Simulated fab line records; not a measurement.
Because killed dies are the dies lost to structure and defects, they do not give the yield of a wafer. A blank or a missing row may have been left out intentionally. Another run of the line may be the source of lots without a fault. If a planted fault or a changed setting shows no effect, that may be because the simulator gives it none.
2 desks looking at one fault -- flow gf180mcu -- each desk has only its own numbers; what lay behind them comes last

== AT THE TOOL OWNER'S DESK: litho-track-03 ==
Per lot that ran on this tool, the mean of the sampled wafers carrying a number, from the tool's own readings at GF_PSD_SOFTBAKE_03 (time 60 s). The brackets show how far a lot's mean lies from the usual mean; more than 4 standard deviations puts the lot out of limits, marked OUT.
Columns: A = heater-power-total-W at GF_PSD_SOFTBAKE_03, usual 56.60 W; B = plate-temp-C at GF_PSD_SOFTBAKE_03, usual 90.00 C
lot,first seen here,A,B
L475,day 14 15:26,56.61,90.16
L478,day 16 00:02,57.86 (+29) OUT,91.33 (+11) OUT
L479,day 16 03:41,57.79 (+28) OUT,91.55 (+13) OUT
L487,day 19 06:47,56.59,90.05
L490,day 19 23:56,56.61,90.00
L491,day 20 08:37,56.63,89.92
L494,day 21 10:01,56.57,90.04
L495,day 21 19:26,56.62,89.95
This desk's finding: out of limits on L478, L479; first on L478, day 16 00:02 (heater-power-total-W at GF_PSD_SOFTBAKE_03). In limits: L475, L487, L490, L491, L494, L495.

== THE METROLOGY DESK ==
Lot by lot, what the gauges showed, no matter which tool ran the lot: averages of those sampled wafers that carry a number. The brackets show how far a lot's mean lies from the usual mean; more than 4 standard deviations puts the lot out of limits, marked OUT.
Columns: A = HV_LDD_TW at GF_HV_LDD_TW_MEAS_11, usual 2381; B = cd-nm at GF_HV_LDD_CD_MEAS_19, usual 399.7 nm
lot,first seen here,A,B
L472,day 9 21:22,2395,400.1
L474,day 10 16:19,2395,401.9
L475,day 10 19:45,2391,395.5
L476,day 11 05:49,2370,399.1
L478,day 11 23:24,2372,398.2
L479,day 11 23:42,2380,402.5
L487,day 14 19:04,2371,398.4
L488,day 15 02:49,2369,399.0
L490,day 15 12:33,2372,397.2
L491,day 15 18:49,2373,399.9
L492,day 16 07:00,2382,401.8
L493,day 16 13:04,2393,397.8
L494,day 16 17:13,2376,400.6
L495,day 17 02:57,2382,398.4
This desk found nothing out of limits on any of the 14 lots.

== BROUGHT TOGETHER ==
On L478, L479, at day 16 00:02, an alarm was possible from the tool owner's desk.
Metrology desk: nothing out of limits seen.
The metrology desk has L478, L479 on record, within its limits.
Of the lots named, all ran GF_PSD_SOFTBAKE_03 on litho-track-03.

== WHAT WAS PUT IN BY THE SIMULATOR ==
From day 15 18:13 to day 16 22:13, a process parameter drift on litho-track-03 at GF_PSD_SOFTBAKE_03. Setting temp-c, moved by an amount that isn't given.
Struck lots among those shown: L478, L479.
How many hours passed from the start of the fault until each desk's first out-of-limits reading: the tool owner's desk, 6.
